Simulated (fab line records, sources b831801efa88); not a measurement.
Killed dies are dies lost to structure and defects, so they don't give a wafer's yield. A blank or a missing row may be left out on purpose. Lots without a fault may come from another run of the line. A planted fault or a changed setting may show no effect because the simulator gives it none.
A struck lot beside a sound one | flow sky130 | 32 steps out of a route of 708
Sound: wafers L892.4, L892.5, L892.6. Struck: wafer L909.4. (L909.1, L909.5 of the same lot were not struck and are left out.) The cause comes at the end.
At each step with rows: each side's tool, then ch and its chambers, then its first start. Under that, the readings that differ: sound wafers | struck wafers | difference of the means | sigmas: that difference in standard deviations of wafers without a fault.
alike: readings whose means differ by less than 2 such deviations, and words and numbers that are the same on both sides. not compared: withheld readings, readings that some wafer has no value for, bounds like >300 that may hide the same value, and numbers for which the record gives no deviation and whose values overlap.
The two part at a step that has a row with sigmas, a row that says differs or no value, or rows on one side only. Numbers that don't overlap but have no deviation are shown without sigmas and don't part them. A reading that every wafer of one side lacks parts them only if that side has two wafers or more.

first, 3 steps without rows for these wafers: SKY_VIA1_STRIP_17 (strips in post etch residue remover, time 1200 s); SKY_VIA1_CLEAN_18 (cleans in IPA, time 180 s); SKY_VIA1_CLEAN_19 (cleans in O3/DIW).
SKY_VIA1_SPUTTER_20: material TiN, target thk 20 nm, time 80 s.
  sound on pvd_sputter-01, day 35 00:06; struck on pvd_sputter-02, day 39 17:26
  alike: chamber_pressure_pa, throttle_valve_pct
then, 1 step without rows for these wafers: SKY_VIA1_CVD_21 (deposits W, target thk 270 nm, time 80.902 s).
SKY_VIA1_RS_MEAS_22: measures by four-point-probe.
  sound on film_metro-03, day 35 00:19; struck on film_metro-04, day 39 17:35
  alike: VIA1_W_RS
SKY_VIA1_THK_MEAS_23: measures by xrf.
  sound on film_metro-03, day 35 00:24; struck on film_metro-04, day 39 17:42
  alike: VIA1_W_THK
SKY_VIA1_CMP_24: polishes, stops on SiO2, t overpolish 15 s, target thk 0 nm.
  sound on cmp-02 ch 0,1,2, day 35 00:35; struck on cmp-02 ch 1, day 39 18:02
  alike: motor_current_A, overpolish_run_s, time_to_endpoint_s
SKY_METAL2_SPUTTER_00: material Ti, target thk 15 nm, time 10 s.
  sound on pvd_sputter-03, day 35 00:44; struck on pvd_sputter-03, day 39 18:14
  alike: chamber_pressure_pa, throttle_valve_pct
then, 1 step without rows for these wafers: SKY_METAL2_SPUTTER_01 (material TiN, target thk 20 nm, time 16.7 s).
SKY_METAL2_SPUTTER_02: material AlCu, target thk 250 nm, time 13.3 s.
  sound on pvd_sputter-03, day 35 00:47; struck on pvd_sputter-03, day 39 18:17
  alike: chamber_pressure_pa, throttle_valve_pct
then, 1 step without rows for these wafers: SKY_METAL2_SPUTTER_03 (material Ti, target thk 5 nm, time 3.3 s).
SKY_METAL2_SPUTTER_04: material TiN, target thk 70 nm, time 58.3 s.
  sound on pvd_sputter-03, day 35 00:49; struck on pvd_sputter-03, day 39 18:19
  reading                                    | sound                | struck | difference | sigmas
  chamber_pressure_pa (Pa)                   | 0.3983 0.3989 0.3989 | 0.4010 | +0.0023    | +3
  model.TiN_of_METAL2_SPUTTER_04.thk_nm (nm) | 68.67 68.93 68.99    | 73.99  | +5.13      |
  alike: throttle_valve_pct
SKY_METAL2_RS_MEAS_05: measures by four-point-probe.
  sound on film_metro-02, day 35 00:56; struck on film_metro-02, day 39 18:22
  alike: METAL2_ALCU_RS
SKY_METAL2_THK_MEAS_06: measures by xrf.
  sound on film_metro-02, day 35 01:01; struck on film_metro-02, day 39 18:29
  alike: METAL2_ALCU_THK
then, 8 steps without rows for these wafers: SKY_METAL2_DEHYDRATE_07 (time 60 s); SKY_METAL2_HMDS_08 (prime time 60 s); SKY_METAL2_COAT_09 (resist thk 60 nm); SKY_METAL2_COAT_10 (resist thk 450 nm); SKY_METAL2_SOFTBAKE_11 (time 90 s); SKY_METAL2_EXPOSE_12 (exposes mask MM2, target cd 140 nm); SKY_METAL2_PEB_13; SKY_METAL2_DEVELOP_14 (develop time 58.2 s).
SKY_METAL2_CD_MEAS_15: target cd 140 nm.
  sound on cd_sem-02, day 36 03:15; struck on cd_sem-01, day 40 18:36
  alike: cd_nm
SKY_METAL2_OVL_MEAS_16:
  sound on overlay-01, day 36 03:20; struck on overlay-01, day 40 18:43
  alike: METAL2_OVL
SKY_METAL2_DESCUM_17: chemistry O2, time 8 s.
  sound on rie_metal-03 ch 1, day 36 03:23; struck on rie_metal-02 ch 0, day 40 18:45
  reading                     | sound       | struck | difference | sigmas
  drypump_motor_current_A (A) | 6.5 6.5 6.5 | 5.2    | -1.3       | -3
  alike: oes_product_au
  not compared: rf_hours_counter_h
then, 3 steps without rows for these wafers: SKY_METAL2_ETCH_18 (etches BARC in N2/H2, stops on SiO2, time 45.9 s, target depth 60 nm); SKY_METAL2_METAL_ETCH_19 (etches the open film in Cl2/BCl3, stops on SiO2, target depth 360 nm, time 78 s); SKY_METAL2_STRIP_20 (strips in O2/N2).
SKY_METAL2_STRIP_21: strips in post etch residue remover, time 1200 s.
  sound on wet_bench-04 ch 1, day 36 03:49; struck on wet_bench-04 ch 0, day 40 19:02
  reading                                    | sound            | struck | difference | sigmas
  bath_guard_temp_C (C)                      | 73.4 73.4 73.1   | 72.3   | -1.0       | -2
  model.TiN_of_METAL2_SPUTTER_04.thk_nm (nm) | 68.25 68.5 68.57 | 73.57  | +5.13      |
then, 2 steps without rows for these wafers: SKY_METAL2_CLEAN_22 (cleans in IPA, time 180 s); SKY_PAD_OPEN_PROBE_99.

WHERE THEY PART
First at SKY_METAL2_SPUTTER_04; last, within this record, at SKY_METAL2_STRIP_21.

WHY: what the simulator had put in
Process parameter drift: pvd_sputter-03, from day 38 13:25 on, at SKY_METAL2_SPUTTER_04. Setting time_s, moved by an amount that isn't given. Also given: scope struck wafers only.
